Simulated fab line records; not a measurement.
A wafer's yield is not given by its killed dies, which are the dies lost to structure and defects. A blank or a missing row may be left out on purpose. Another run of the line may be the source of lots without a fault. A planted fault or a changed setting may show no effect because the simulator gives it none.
A struck lot beside a sound one / flow sky130 / 44 steps out of a route of 708
Sound: these wafers, L185.1, L185.4, L185.5. The struck wafers were L177.1, L177.3, L177.5. At the end, the cause is stated.
Each step with rows lists, per side, the tool, then ch with its chambers, then its first start. Under that, the readings that differ: sound wafers / struck wafers / difference of the means / sigmas: that difference in standard deviations of wafers without a fault.
alike: words and numbers the same on both sides, and readings whose means are apart by under 2 such deviations; not compared: readings that were withheld, readings missing a value for some wafer, numbers with overlapping values and no deviation given by the record, and bounds like >300 which may hide the same value.
The two part at a step that has a row with sigmas, a row that says differs or no value, or rows on one side only. When numbers do not overlap yet have no deviation, they are printed without sigmas and do not part them. Lack of a reading on every wafer of one side parts them only where that side has two or more wafers.

first, 5 steps without rows for these wafers: SKY_FIELD_ISO_WET_ETCH_18 (etches Si3N4 in H3PO4, target depth 25 nm, time 286 s); SKY_FIELD_ISO_CLEAN_19 (cleans in SC1/SC2, time 150 s); SKY_FIELD_ISO_CLEAN_20 (cleans in dHF, time 19.71 s); SKY_FIELD_ISO_WET_ETCH_21 (etches SiO2 in dHF, target depth 20 nm, time 400 s); SKY_FIELD_ISO_OXIDATION_22 (stabilise 600 s, purge 300 s, target thk 10 nm).
SKY_FIELD_ISO_THK_MEAS_23:
  sound on film-metro-01 at day 6 17:28; struck on film-metro-03 at day 4 20:50
  alike: FIELD_ISO_OXIDATION_01_THK
then, 1 step without rows for these wafers: SKY_FIELD_ISO_CVD_24 (deposits SiO2, target thk 595 nm, time 99.2 s).
SKY_FIELD_ISO_THK_MEAS_25:
  sound on film-metro-03 at day 6 17:35; struck on film-metro-01 at day 4 20:58
  alike: FIELD_ISO_CVD_24_THK
then, 1 step without rows for these wafers: SKY_FIELD_ISO_ANNEAL_26 (time 1800 s).
SKY_FIELD_ISO_CMP_27: polishes, stops on Si3N4, t overpolish 16 s, target thk 457.8 nm.
  sound on cmp-01 ch 0,3, day 6 19:56; struck on cmp-01 ch 0,1, day 4 23:20
  alike: motor-current-A, overpolish-run-s, time-to-endpoint-s
then, 2 steps without rows for these wafers: SKY_FIELD_ISO_WET_ETCH_28 (etches SiO2 in dHF, target depth 23.7 nm, time 47 s); SKY_FIELD_ISO_WET_ETCH_29 (etches Si3N4 in H3PO4, target depth 160 nm, time 1825 s).
SKY_FIELD_ISO_WET_ETCH_30: etches SiO2 in dHF, target depth 25 nm, time 50 s.
  sound on wet-bench-01 ch 3, day 6 20:47; struck on wet-bench-04 ch 0, day 5 00:11
reading=run-length-s (s); sound=82.7 82.7 82.7; struck=113.0 113.0 113.0; difference=+30.3; sigmas=+11
reading=model.SiO2_of_FIELD_ISO_CVD_24.thk-nm (nm); sound=407.2 405.4 404.6; struck=384.2 387 384.3; difference=-20.6; sigmas=
then, 2 steps without rows for these wafers: SKY_NWELL_CLEAN_00 (cleans in SC1/SC2, time 150 s); SKY_NWELL_OXIDATION_01 (stabilise 600 s, purge 300 s, target thk 10 nm).
SKY_NWELL_THK_MEAS_02:
  sound on film-metro-04 at day 6 22:20; struck on film-metro-03 at day 5 02:14
  alike: NWELL_OXIDATION_THK
then, 8 steps without rows for these wafers: SKY_DNWELL_DEHYDRATE_00 (time 60 s); SKY_DNWELL_HMDS_01 (prime time 60 s); SKY_DNWELL_COAT_02 (resist thk 3000 nm); SKY_DNWELL_SOFTBAKE_03; SKY_DNWELL_EXPOSE_04 (exposes mask DNM, target cd 3000 nm); SKY_DNWELL_PEB_05; SKY_DNWELL_DEVELOP_06 (develop time 60 s); SKY_DNWELL_IMPLANT_07.
SKY_DNWELL_STRIP_08: strips in O2/N2.
  sound on plasma-asher-04 ch 0,1, day 7 17:55; struck on plasma-asher-01 ch 0,1, day 5 20:54
  alike: drypump-motor-current-A, oes-product-au, strip-time-to-endpoint-s
  not compared: rf-hours-counter-h
SKY_DNWELL_TW_MEAS_09:
  sound on film-metro-02 at day 7 18:01; struck on film-metro-04 at day 5 21:00
  alike: DNWELL_TW
then, 7 steps without rows for these wafers: SKY_PWDE_DEHYDRATE_00 (time 60 s); SKY_PWDE_HMDS_01 (prime time 60 s); SKY_PWDE_COAT_02 (resist thk 3000 nm); SKY_PWDE_SOFTBAKE_03; SKY_PWDE_EXPOSE_04 (exposes mask PWDEM, target cd 840 nm); SKY_PWDE_PEB_05; SKY_PWDE_DEVELOP_06 (develop time 60 s).
SKY_PWDE_OVL_MEAS_07:
  sound on overlay-01 at day 8 15:03; struck on overlay-01 at day 6 13:58
  alike: PWDE_OVL
after that, 1 step had no rows for these wafers: SKY_PWDE_IMPLANT_08.
SKY_PWDE_STRIP_09: strips in O2/N2.
  sound on plasma-asher-03 ch 0,1, day 8 15:14; struck on plasma-asher-02 ch 0, day 6 14:09
  alike: drypump-motor-current-A, oes-product-au, strip-time-to-endpoint-s
  not compared: rf-hours-counter-h
SKY_PWDE_TW_MEAS_10:
  sound on film-metro-02 at day 8 15:20; struck on film-metro-02 at day 6 14:15
  alike: PWDE_TW
then, 5 steps without rows for these wafers: SKY_NWELL_DEHYDRATE_03 (time 60 s); SKY_NWELL_HMDS_04 (prime time 60 s); SKY_NWELL_COAT_05 (resist thk 3000 nm); SKY_NWELL_SOFTBAKE_06; SKY_NWELL_EXPOSE_07 (exposes mask NWM, target cd 840 nm).
-- the record jumps here: 26 days lie between the struck wafers' starts before and after (it left off in module NWELL and takes up again in module SALICIDE, whose first step shown is number 361 of the route) --
SKY_SALICIDE_CLEAN_00: cleans in HF-last, time 30 s.
  sound on wet-bench-02 ch 3, day 34 22:23; struck on wet-bench-01 ch 0, day 32 14:37
reading=model.SiO2_of_FIELD_ISO_CVD_24.thk-nm (nm); sound=359.8 358.2 357.3; struck=337.4 340.1 337.6; difference=-20.1; sigmas=
-- the record jumps here: 17 days lie between the struck wafers' starts before and after (it left off in module SALICIDE and takes up again in module PAD_OPEN, whose first step shown is number 708 of the route) --
SKY_PAD_OPEN_PROBE_99:
  sound on prober-02 at day 50 20:10; struck on prober-02 at day 49 08:19
reading=model.etest.pfet_16v.r-on-ohm-um; sound=1.583e+04 1.498e+04 1.584e+04; struck=1.472e+04 1.483e+04 1.452e+04; difference=-8.600e+02; sigmas=
reading=model.etest.res-nwell.rs-ohm-sq; sound=972.1 899 950.4; struck=871 884.2 856; difference=-70; sigmas=
reading=model.etest.cap-li-to-poly.c-af-um2; sound=97.88 98.27 99.25; struck=94.59 93.58 94.25; difference=-4.33; sigmas=
reading=model.etest.field-p.vt-v (V); sound=-43.29 -38.45 -42.18; struck=-37.28 -37.87 -36.17; difference=+4.20; sigmas=
reading=model.etest.field-n.vt-v (V); sound=36.67 34.14 36.22; struck=33.67 34.09 32.87; difference=-2.13; sigmas=
  alike: killed_at_M0_to_M3, killed_at_M4_up, killed-at-contacts, killed-at-front-end, killed-at-other, killed-dies, killed-open, killed-short
  not compared: model.etest.res_p_drift_20v.line-ohm-um, model.etest.res_p_drift_20v.rs-ohm-sq, model.etest.cap-poly-to-well.c-af-um2

== WHERE THEY PART ==
Only at SKY_FIELD_ISO_WET_ETCH_30, as far as this record shows. Later steps at which nothing parts them and some readings are alike: SKY_NWELL_THK_MEAS_02, SKY_DNWELL_STRIP_08, SKY_DNWELL_TW_MEAS_09, SKY_PWDE_OVL_MEAS_07, SKY_PWDE_STRIP_09, SKY_PWDE_TW_MEAS_10, SKY_PAD_OPEN_PROBE_99.

WHY: what the simulator had put in
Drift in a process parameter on wet-bench-04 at SKY_FIELD_ISO_WET_ETCH_30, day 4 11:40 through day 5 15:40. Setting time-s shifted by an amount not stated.
